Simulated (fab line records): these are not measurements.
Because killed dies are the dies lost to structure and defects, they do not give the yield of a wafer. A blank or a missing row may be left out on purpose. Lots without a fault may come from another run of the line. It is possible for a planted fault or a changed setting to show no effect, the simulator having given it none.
fab line records | flow sky130
[record] lots = 6 | wafers = 18 | last-day = 50
route steps=708 shown METAL2@495 VIA2@507 PAD_OPEN@708
lots with no fault: from the same line, run without faults
start-h: hours from the record's opening day to when the first of the lot's shown wafers began | wait-h: hours since the lot's step before | " identical to the entry in the row above | L1.1+2: one row covering several wafers at once | - no value present, or no start provided | * or withheld: withheld | < > ~ a bound
route shown NAME@n: NAME is a module with steps in the file, n the number in the route of the first one | usual: mean/standard deviation taken from wafers without a fault | same: alike in all rows | chamber/n: place in a boat | sites: readings site by site | _std_site: the standard deviation of these | _edge_site: mean of outer sites minus mean of inner sites | radius-mm: for every site, how far away it sits from the centre of the wafer | mask NAME#n: copy n | behind: the most recent tool/chamber to have shaped the wafer | hold: what put the lot on hold/how long, in hours/how the hold closed | device: which transistor (n, p or np) failed to switch | end of line: at the end of the route, the tests of the same wafers | a step without rows: its recipe alone | killed: count of dies lost to structure and defects at first sort (not the wafer's yield) | map: per-die view of a wafer (x killed, . not killed, _ where there is no die)
set.NAME: the run value of the setting; set.NAME@STEP: its run value at that earlier step | model.NAME: the simulator's own value behind a step, which no gauge read
a table for each step, a row for each wafer; lots at some steps of the route
services: from which hour (start-h, from the record's first day; less than 0 if before it) a tool's chamber was out of use, for how many hours, and why
[[steps]]
[step SKY_METAL2_EXPOSE_12]
[recipe] mask-id = MM2 | na = 0.8 | source-shape = annular | sigma-inner = 0.55 | sigma-outer = 0.85 | target-cd-nm = 140 | dose-mj = 28
[step SKY_METAL2_PEB_13]
[recipe] peb-temp-c = withheld | peb-time-s = withheld | resist = KrF-thick
[step SKY_METAL2_DEVELOP_14]
[recipe] develop-time-s = 60 | resist = KrF-thick | dev-temp-c = 21
[step SKY_METAL2_CD_MEAS_15]
[recipe] target-cd-nm = 140
[usual] cd-nm = 140.7/1.8
lot.wafer | tool      | chamber | start-h | wait-h | cd-nm
L776.1    | cd-sem-02 | -       | 869.05  | -      | 139.7
L776.4    | "         | -       | "       | "      | 141.4
L776.6    | "         | -       | "       | "      | 138.4
L780.1    | cd-sem-01 | -       | 890.35  | -      | 141.7
L780.2    | "         | -       | "       | "      | 141.4
L780.3    | "         | -       | "       | "      | 141.1
L783.1    | cd-sem-02 | -       | 911.40  | -      | 141.5
L783.2    | "         | -       | "       | "      | 140.8
L783.3    | "         | -       | "       | "      | 140.8
L792.2    | cd-sem-01 | -       | 975.80  | -      | 141.3
L792.3    | "         | -       | "       | "      | 141.2
L792.4    | "         | -       | "       | "      | 139.4
L793.1    | cd-sem-01 | -       | 978.73  | -      | 146.8
L793.4    | "         | -       | "       | "      | 145.8
L793.5    | "         | -       | "       | "      | 146.7
L794.2    | cd-sem-01 | -       | 979.40  | -      | 141.3
L794.3    | "         | -       | "       | "      | 141.1
L794.5    | "         | -       | "       | "      | 141.8
[step SKY_METAL2_OVL_MEAS_16]
[usual] METAL2_OVL = -1/4.8
lot.wafer | tool       | chamber | start-h | wait-h | METAL2_OVL[nm]
L776.1    | overlay-02 | -       | 869.17  | 0.1    | -2
L776.4    | "          | -       | "       | "      | -8
L776.6    | "          | -       | "       | "      | -4
L780.1    | overlay-02 | -       | 890.47  | 0.1    | -2
L780.2    | "          | -       | "       | "      | -1
L780.3    | "          | -       | "       | "      | -1
L783.1    | overlay-01 | -       | 911.52  | 0.1    | 0
L783.2    | "          | -       | "       | "      | -2
L783.3    | "          | -       | "       | "      | -1
L792.2    | overlay-01 | -       | 975.90  | 0.1    | -2
L792.3    | "          | -       | "       | "      | -7
L792.4    | "          | -       | "       | "      | -5
L793.1    | overlay-02 | -       | 978.85  | 0.1    | -1
L793.4    | "          | -       | "       | "      | 9
L793.5    | "          | -       | "       | "      | 4
L794.2    | overlay-02 | -       | 979.50  | 0.1    | 4
L794.3    | "          | -       | "       | "      | 1
L794.5    | "          | -       | "       | "      | 1
[step SKY_METAL2_DESCUM_17]
[recipe] chemistry = O2 | source-power-w = 150 | bias-power-w = 0 | pressure-mtorr = 10 | temp-c = 40 | time-s = 8
[usual] drypump-motor-current-A = 5.8/0.33 | oes-product-au = 1.000/0.01 | rf-fwd-power-W = 147.2/0.85
lot.wafer | tool         | chamber | start-h | wait-h | drypump-motor-current-A | oes-product-au | rf-fwd-power-W | rf-hours-counter-h
L776.1    | rie-metal-03 | 1       | 869.20  | 0.0    | 5.9                     | 1.024          | 146.6          | 2
L776.4    | "            | 1       | "       | "      | 5.9                     | 1.015          | 146.3          | -
L776.6    | "            | 1       | "       | "      | 5.9                     | 1.015          | 146.2          | -
L780.1    | rie-metal-03 | 1       | 890.51  | 0.0    | 5.8                     | 1.017          | 145.9          | 3
L780.2    | "            | 0       | "       | "      | 5.7                     | 0.998          | 148.1          | 9
L780.3    | "            | 1       | "       | "      | 5.9                     | 1.034          | 145.1          | -
L783.1    | rie-metal-04 | 1       | 911.56  | 0.0    | 5.5                     | 1.003          | 148.2          | 15
L783.2    | "            | 0       | "       | "      | 5.7                     | 1.008          | 147.9          | 13
L783.3    | "            | 1       | "       | "      | 5.5                     | 0.990          | 147.9          | -
L792.2    | rie-metal-02 | 1       | 975.93  | 0.0    | 5.3                     | 0.999          | 147.2          | 2
L792.3    | "            | 1       | "       | "      | 5.3                     | 0.991          | 146.5          | -
L792.4    | "            | 0       | "       | "      | 6.3                     | 1.004          | 146.8          | -
L793.1    | rie-metal-03 | 1       | 978.88  | 0.0    | 5.9                     | 1.009          | 146.0          | 7
L793.4    | "            | 0       | "       | "      | 5.6                     | 0.995          | 148.5          | -
L793.5    | "            | 0       | "       | "      | 5.6                     | 0.993          | 148.0          | -
L794.2    | rie-metal-03 | 1       | 979.53  | 0.0    | 5.9                     | 1.005          | 146.3          | 7
L794.3    | "            | 0       | "       | "      | 5.7                     | 1.004          | 148.4          | -
L794.5    | "            | 0       | "       | "      | 5.7                     | 1.003          | 148.7          | -
[step SKY_METAL2_ETCH_18]
[recipe] chemistry = N2/H2 | target = BARC | ion-energy-ev = 200 | bias-w = 100 | pressure-mtorr = 30 | n2-flow-sccm = 100 | h2-flow-sccm = 200 | icp-w = 500 | stop-on = SiO2 | time-s = 45.9 | target-depth-a = 600
[usual] drypump-motor-current-A = 5.8/0.33 | oes-product-au = 0.854/0.0046 | rf-fwd-power-W = 495.6/2.5 | throttle-valve-pct = 13.223/0.0093
lot.wafer | tool         | chamber | start-h | wait-h | drypump-motor-current-A | oes-product-au | rf-fwd-power-W | rf-hours-counter-h | throttle-valve-pct
L776.1    | rie-metal-03 | 1       | 869.24  | 0.0    | 5.9                     | 0.860          | 493.0          | 2                  | 13.231
L776.4    | "            | 1       | "       | "      | 5.9                     | 0.861          | 494.0          | -                  | 13.225
L776.6    | "            | 1       | "       | "      | 5.9                     | 0.854          | 491.7          | -                  | 13.222
L780.1    | rie-metal-03 | 1       | 890.54  | 0.0    | 5.9                     | 0.847          | 492.5          | 3                  | 13.216
L780.2    | "            | 0       | "       | "      | 5.7                     | 0.853          | 497.4          | 9                  | 13.219
L780.3    | "            | 1       | "       | "      | 5.9                     | 0.845          | 492.5          | -                  | 13.221
L783.1    | rie-metal-04 | 1       | 911.59  | 0.0    | 5.6                     | 0.850          | 495.4          | 15                 | 13.222
L783.2    | "            | 0       | "       | "      | 5.7                     | 0.847          | 497.5          | 13                 | 13.223
L783.3    | "            | 1       | "       | "      | 5.6                     | 0.857          | 494.5          | -                  | 13.220
L792.2    | rie-metal-02 | 1       | 975.96  | 0.0    | 5.3                     | 0.855          | 499.1          | 2                  | 13.218
L792.3    | "            | 1       | "       | "      | 5.3                     | 0.854          | 499.3          | -                  | 13.210
L792.4    | "            | 0       | "       | "      | 6.3                     | 0.859          | 494.5          | -                  | 13.211
L793.1    | rie-metal-03 | 1       | 978.91  | 0.0    | 5.9                     | 0.860          | 492.5          | 7                  | 13.237
L793.4    | "            | 0       | "       | "      | 5.7                     | 0.854          | 496.6          | -                  | 13.219
L793.5    | "            | 0       | "       | "      | 5.7                     | 0.855          | 499.2          | -                  | 13.227
L794.2    | rie-metal-03 | 1       | 979.56  | 0.0    | 5.9                     | 0.850          | 492.3          | 7                  | 13.225
L794.3    | "            | 0       | "       | "      | 5.7                     | 0.865          | 501.5          | -                  | 13.220
L794.5    | "            | 0       | "       | "      | 5.7                     | 0.852          | 499.0          | -                  | 13.219
[step SKY_METAL2_METAL_ETCH_19]
[recipe] target-depth-a = 3600 | stop-on = SiO2 | over-etch-frac = 0.3 | time-s = 78 | chemistry = Cl2/BCl3 | resist-sidewall-deg = 88 | pressure-mtorr = 10 | icp-w = 900 | bias-w = 48.5 | Cl2_flow_sccm = 60 | bcl3-flow-sccm = 30
[usual] drypump-motor-current-A = 5.8/0.33 | mfc-cl2-sccm = 59.96/0.19 | oes-product-au = 0.854/0.0074 | rf-fwd-power-W = 894/3.6 | throttle-valve-pct = 22.264/0.009
lot.wafer | tool         | chamber | start-h | wait-h | drypump-motor-current-A | mfc-cl2-sccm | oes-product-au | rf-fwd-power-W | rf-hours-counter-h | throttle-valve-pct
L776.1    | rie-metal-03 | 1       | 869.30  | 0.0    | 5.9                     | 60.36        | 0.861          | 884            | 2                  | 22.268
L776.4    | "            | 1       | "       | "      | 5.9                     | 60.27        | 0.858          | 894            | -                  | 22.270
L776.6    | "            | 1       | "       | "      | 5.9                     | 60.24        | 0.859          | 888            | -                  | 22.257
L780.1    | rie-metal-03 | 1       | 890.60  | 0.0    | 5.9                     | 60.00        | 0.851          | 890            | 3                  | 22.256
L780.2    | "            | 0       | "       | "      | 5.7                     | 59.92        | 0.850          | 898            | 9                  | 22.259
L780.3    | "            | 1       | "       | "      | 5.9                     | 60.03        | 0.848          | 887            | -                  | 22.256
L783.1    | rie-metal-04 | 1       | 911.65  | 0.0    | 5.5                     | 59.69        | 0.843          | 888            | 15                 | 22.267
L783.2    | "            | 0       | "       | "      | 5.7                     | 59.88        | 0.856          | 898            | 13                 | 22.271
L783.3    | "            | 1       | "       | "      | 5.5                     | 59.62        | 0.853          | 893            | -                  | 22.256
L792.2    | rie-metal-02 | 1       | 976.03  | 0.0    | 5.3                     | 59.86        | 0.855          | 891            | 2                  | 22.259
L792.3    | "            | 1       | "       | "      | 5.3                     | 59.98        | 0.840          | 894            | -                  | 22.255
L792.4    | "            | 0       | "       | "      | 6.3                     | 59.78        | 0.863          | 894            | -                  | 22.264
L793.1    | rie-metal-03 | 1       | 978.98  | 0.0    | 5.9                     | 60.16        | 0.851          | 888            | 7                  | 22.290
L793.4    | "            | 0       | "       | "      | 5.7                     | 60.00        | 0.856          | 900            | -                  | 22.256
L793.5    | "            | 0       | "       | "      | 5.7                     | 59.76        | 0.859          | 900            | -                  | 22.260
L794.2    | rie-metal-03 | 1       | 979.63  | 0.0    | 5.9                     | 60.16        | 0.847          | 891            | 7                  | 22.268
L794.3    | "            | 0       | "       | "      | 5.7                     | 60.23        | 0.853          | 900            | -                  | 22.258
L794.5    | "            | 0       | "       | "      | 5.7                     | 60.27        | 0.860          | 903            | -                  | 22.260
[step SKY_METAL2_STRIP_20]
[recipe] chemistry = O2/N2 | power-w = 1400 | pressure-mtorr = 1500 | platen-temp-c = withheld | o2-flow-sccm = 3000 | n2-flow-sccm = 300 | overash-fraction = 0.5
[usual] drypump-motor-current-A = 5.7/0.5 | o2-flow-sccm = 2999/8.6 | oes-product-au = 0.343/0.0051 | strip-time-to-endpoint-s = 2.69/0.036
lot.wafer | tool            | chamber | start-h | wait-h | drypump-motor-current-A | o2-flow-sccm | oes-product-au | rf-hours-counter-h | strip-time-to-endpoint-s
L776.1    | plasma-asher-04 | 0       | 869.39  | 0.1    | 6.0                     | 3013         | 0.331          | 72                 | 2.62
L776.4    | "               | 0       | "       | "      | 6.0                     | 2993         | 0.338          | -                  | 2.63
L776.6    | "               | 0       | "       | "      | 6.1                     | 3003         | 0.342          | -                  | 2.66
L780.1    | plasma-asher-02 | 1       | 890.69  | 0.1    | 5.3                     | 3001         | 0.334          | 15                 | 2.59
L780.2    | "               | 0       | "       | "      | 5.6                     | 2997         | 0.346          | 15                 | 2.66
L780.3    | "               | 1       | "       | "      | 5.3                     | 2998         | 0.342          | -                  | 2.61
L783.1    | plasma-asher-02 | 1       | 911.74  | 0.1    | 5.3                     | 3005         | 0.348          | 17                 | 2.71
L783.2    | "               | 0       | "       | "      | 5.6                     | 2992         | 0.334          | 17                 | 2.73
L783.3    | "               | 1       | "       | "      | 5.3                     | 3006         | 0.343          | -                  | 2.74
L792.2    | plasma-asher-02 | 1       | 976.12  | 0.1    | 5.3                     | 3006         | 0.345          | 24                 | 2.72
L792.3    | "               | 1       | "       | "      | 5.3                     | 3008         | 0.347          | -                  | 2.71
L792.4    | "               | 0       | "       | "      | 5.6                     | 2977         | 0.339          | -                  | 2.65
L793.1    | plasma-asher-02 | 1       | 979.07  | 0.1    | 5.2                     | 2976         | 0.348          | 25                 | 2.66
L793.4    | "               | 1       | "       | "      | 5.2                     | 2984         | 0.346          | -                  | 2.70
L793.5    | "               | 0       | "       | "      | 5.7                     | 3004         | 0.337          | -                  | 2.69
L794.2    | plasma-asher-04 | 0       | 979.72  | 0.1    | 6.0                     | 3012         | 0.345          | 83                 | 2.68
L794.3    | "               | 0       | "       | "      | 6.0                     | 3002         | 0.342          | -                  | 2.71
L794.5    | "               | 0       | "       | "      | 6.0                     | 3019         | 0.349          | -                  | 2.74
[step SKY_METAL2_STRIP_21]
[recipe] chemistry = post-etch-residue-remover | time-s = 1200 | temp-c = 72.5
[step SKY_METAL2_CLEAN_22]
[recipe] chemistry = IPA | time-s = 180 | temp-c = 25
[step SKY_METAL2_CLEAN_23]
[recipe] chemistry = O3/DIW | dry = n2-spin
[step SKY_VIA2_HDPCVD_00]
[recipe] material = SiO2 | target-thk-nm = 1180 | sigma-open-frac = 0.3 | time-s = 196.7 | temp-c = 400 | sih4-flow-sccm = 60 | pressure-mtorr = 6
[usual] run-length-s = 224.4/0.62
lot.wafer | tool      | chamber | start-h | wait-h | run-length-s | model.SiO2_of_VIA2_HDPCVD_00.thk-nm
L776.1    | hdpcvd-02 | 2       | 869.99  | 0.0    | 223.3        | 1194
L776.4    | "         | 2       | "       | "      | 223.5        | 1193
L776.6    | "         | 0       | "       | "      | 225.6        | 1189
L780.1    | hdpcvd-01 | 1       | 891.29  | 0.0    | 224.0        | 1157
L780.2    | "         | 0       | "       | "      | 208.8        | 1078
L780.3    | "         | 2       | "       | "      | 223.5        | 1182
L783.1    | hdpcvd-01 | 0       | 912.33  | 0.0    | 209.1        | 1088
L783.2    | "         | 2       | "       | "      | 224.4        | 1172
L783.3    | "         | 1       | "       | "      | 224.0        | 1161
L792.2    | hdpcvd-01 | 0       | 976.77  | 0.0    | 224.6        | 1173
L792.3    | "         | 2       | "       | "      | 223.5        | 1168
L792.4    | "         | 2       | "       | "      | 223.6        | 1180
L793.1    | hdpcvd-01 | 0       | 982.58  | 0.0    | 224.5        | 1169
L793.4    | "         | 0       | "       | "      | 224.6        | 1172
L793.5    | "         | 2       | "       | "      | 224.2        | 1158
L794.2    | hdpcvd-01 | 1       | 983.06  | 0.0    | 224.1        | 1164
L794.3    | "         | 2       | "       | "      | 223.6        | 1188
L794.5    | "         | 1       | "       | "      | 223.9        | 1150
[step SKY_VIA2_THK_MEAS_01]
[recipe] reads = SiO2_of_VIA2_HDPCVD_00
[usual] VIA2_HDPCVD_THK = 1177/15
lot.wafer | tool          | chamber | start-h | wait-h | VIA2_HDPCVD_THK[nm]
L776.1    | film-metro-04 | -       | 870.11  | 0.1    | 1193
L776.4    | "             | -       | "       | "      | 1193
L776.6    | "             | -       | "       | "      | 1189
L780.1    | film-metro-02 | -       | 891.41  | 0.1    | 1156
L780.2    | "             | -       | "       | "      | 1078
L780.3    | "             | -       | "       | "      | 1183
L783.1    | film-metro-03 | -       | 912.46  | 0.1    | 1089
L783.2    | "             | -       | "       | "      | 1172
L783.3    | "             | -       | "       | "      | 1161
L792.2    | film-metro-03 | -       | 976.90  | 0.1    | 1173
L792.3    | "             | -       | "       | "      | 1169
L792.4    | "             | -       | "       | "      | 1180
L793.1    | film-metro-03 | -       | 982.70  | 0.1    | 1166
L793.4    | "             | -       | "       | "      | 1173
L793.5    | "             | -       | "       | "      | 1159
L794.2    | film-metro-03 | -       | 983.20  | 0.1    | 1166
L794.3    | "             | -       | "       | "      | 1189
L794.5    | "             | -       | "       | "      | 1150
[step SKY_VIA2_CMP_02]
[recipe] material = SiO2 | down-force-psi = 4 | platen-rpm = 60 | pad-velocity-m-s = 0.94248
[usual] motor-current-A = 12.1/1.5 | slurry-filter-dp-kPa = 13.50/0.13
lot.wafer | tool   | chamber | start-h | wait-h | motor-current-A | slurry-filter-dp-kPa
L776.4    | cmp-01 | 1       | 870.27  | 0.1    | 10.4            | 13.62
L776.1    | "      | 2       | "       | "      | 12.7            | 13.53
L776.6    | "      | 0       | "       | "      | 15.3            | 13.31
L780.3    | cmp-01 | 0       | 891.47  | 0.0    | 15.2            | 13.66
L780.1    | "      | 1       | "       | "      | 10.1            | 13.27
L780.2    | "      | 3       | "       | "      | 12.8            | 13.40
L783.1    | cmp-02 | 2       | 912.78  | 0.3    | 11.7            | 13.69
L783.2    | "      | 3       | "       | "      | 10.8            | 13.58
L783.3    | "      | 0       | "       | "      | 12.7            | 13.46
L792.3    | cmp-01 | 1       | 976.95  | 0.0    | 10.2            | 13.82
L792.2    | "      | 2       | "       | "      | 11.8            | 13.46
L792.4    | "      | 3       | "       | "      | 12.3            | 13.49
L793.1    | cmp-02 | 2       | 982.76  | 0.1    | 12.7            | 13.51
L793.4    | "      | 3       | "       | "      | 10.6            | 13.60
L793.5    | "      | 2       | "       | "      | 11.4            | 13.55
L794.3    | cmp-01 | 3       | 983.47  | 0.3    | 12.9            | 13.46
L794.2    | "      | 1       | "       | "      | 11.3            | 13.35
L794.5    | "      | 2       | "       | "      | 12.0            | 13.53
[step SKY_PAD_OPEN_PROBE_99]
[usual] defect-limited-yield = 82.4/1.9 | killed_at_M0_to_M3 = 43/6.5 | killed_at_M4_up = 3.3/2 | killed-at-contacts = 24/5.2 | killed-at-front-end = 16/4.2 | killed-at-other = 0.3/0.6 | killed-dies = 87/9.3 | killed-open = 47/7.8 | killed-short = 39/6.2 | sort_bin_3_pad_short = 0.9/0.42 | sort_bin_5_function = 10.5/1.4 | sort_bin_6_memory = 6.3/0.97 | sort-n-pass = 405/9.3 | sort-yield-pct = 82.4/1.9
[same] gross-dies = 492 | killed-at-back-side = 0 | sort_bin_4_leakage[%] = 0 | sort_bin_8_speed[%] = 0
lot.wafer | tool      | chamber | start-h | wait-h | defect-limited-yield[%] | killed_at_M0_to_M3 | killed_at_M4_up | killed-at-contacts | killed-at-front-end | killed-at-other | killed-dies | killed-open | killed-short | sort_bin_3_pad_short[%] | sort_bin_5_function[%] | sort_bin_6_memory[%] | sort-n-pass | sort-yield-pct[%]
L793.1    | prober-01 | -       | 1192.45 | 0.1    | 82.9                    | 55                 | 1               | 17                 | 11                  | 0               | 84          | 44          | 40           | 0.2                     | 10.6                   | 6.3                  | 408         | 82.9
L793.4    | prober-01 | -       | 1192.60 | 0.2    | 86.6                    | 32                 | 1               | 19                 | 14                  | 0               | 66          | 37          | 29           | 0.6                     | 5.9                    | 6.9                  | 426         | 86.6
L793.5    | prober-01 | -       | 1192.65 | 0.2    | 82.7                    | 51                 | 1               | 16                 | 17                  | 0               | 85          | 46          | 39           | 0.8                     | 11.4                   | 5.1                  | 407         | 82.7
// killed by level:class
L793.1 VIA2:geometric-particle:open=10 VIA1:geometric-particle:open=10 METAL2:geometric-particle:short=10 CONTACT:geometric-particle:open=5 METAL2:geometric-particle:open=5 POLY_GATE:geometric-particle:short=4 CONTACT:geometric-particle:short=4 VIA2:geometric-particle:short=4
L793.4 CONTACT:geometric-particle:open=10 VIA2:geometric-particle:open=7 FIELD_ISO:geometric-particle:open=4 POLY_GATE:geometric-particle:short=4 LI_CONTACT:geometric-particle:open=4 CONTACT:geometric-particle:short=4 METAL1:geometric-particle:short=4 VIA1:geometric-particle:short=4
L793.5 VIA2:geometric-particle:open=9 VIA1:geometric-particle:open=9 METAL2:geometric-particle:short=8 VIA1:geometric-particle:short=7 POLY_GATE:geometric-particle:open=6 CONTACT:geometric-particle:open=6 VIA3:geometric-particle:open=6 METAL1:geometric-particle:short=5
[[services]]
tool            | chamber | start-h | hours | kind
rie-metal-02    | -       | 869.32  | 0.7   | repair
cmp-02          | -       | 874.48  | 5.8   | pm
hdpcvd-01       | -       | 874.68  | 0.5   | repair
rie-metal-02    | 1       | 893.90  | -     | clean
rie-metal-02    | 1       | 893.90  | 25.7  | scheduled-down
rie-metal-02    | 1       | 893.90  | 25.7  | vent-cycle
cmp-02          | -       | 899.95  | 0.3   | repair
plasma-asher-04 | -       | 901.03  | 2.8   | repair
cmp-01          | -       | 912.00  | 4.0   | pm
cmp-01          | -       | 916.00  | -     | consumable-replace:conditioner
cmp-01          | -       | 916.00  | -     | consumable-replace:pad
cmp-01          | -       | 929.97  | 4.2   | pm
hdpcvd-02       | -       | 950.25  | 15.0  | pm
hdpcvd-02       | 0       | 950.25  | 15.0  | vent-cycle
hdpcvd-02       | 1       | 950.25  | 15.0  | vent-cycle
hdpcvd-02       | 2       | 950.25  | 15.0  | vent-cycle
rie-metal-04    | 1       | 952.12  | 10.9  | repair
cmp-02          | -       | 956.80  | 1.4   | repair
hdpcvd-02       | 0       | 965.25  | -     | clean
hdpcvd-02       | 1       | 965.25  | -     | clean
hdpcvd-02       | 2       | 965.25  | -     | clean
hdpcvd-01       | -       | 965.91  | 5.5   | pm
rie-metal-04    | -       | 979.42  | 0.7   | repair
[[key]]
[first-sign] step = SKY_VIA2_HDPCVD_00 | reading = run-length-s | direction = down | sigmas = 25 | usual = * | struck = *
[effect] step = SKY_VIA2_THK_MEAS_01 | reading = VIA2_HDPCVD_THK | direction = down | sigmas = 6.1 | usual = 1177 | struck = 1083
[model-effect] step = SKY_VIA2_HDPCVD_00 | value = SiO2_of_VIA2_HDPCVD_00.thk-nm | without = 1178 | struck = 1083
met-at SKY_VIA2_HDPCVD_00
struck-wafers L780.2,L783.1
[fault] kind = process-parameter-drift | tool = hdpcvd-01 | chamber = 0 | onset-h = 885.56 | steps = SKY_VIA2_HDPCVD_00 | channel = time-s | offset = * | shape = step | end-h = 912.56 | acts-in = * | stated = *
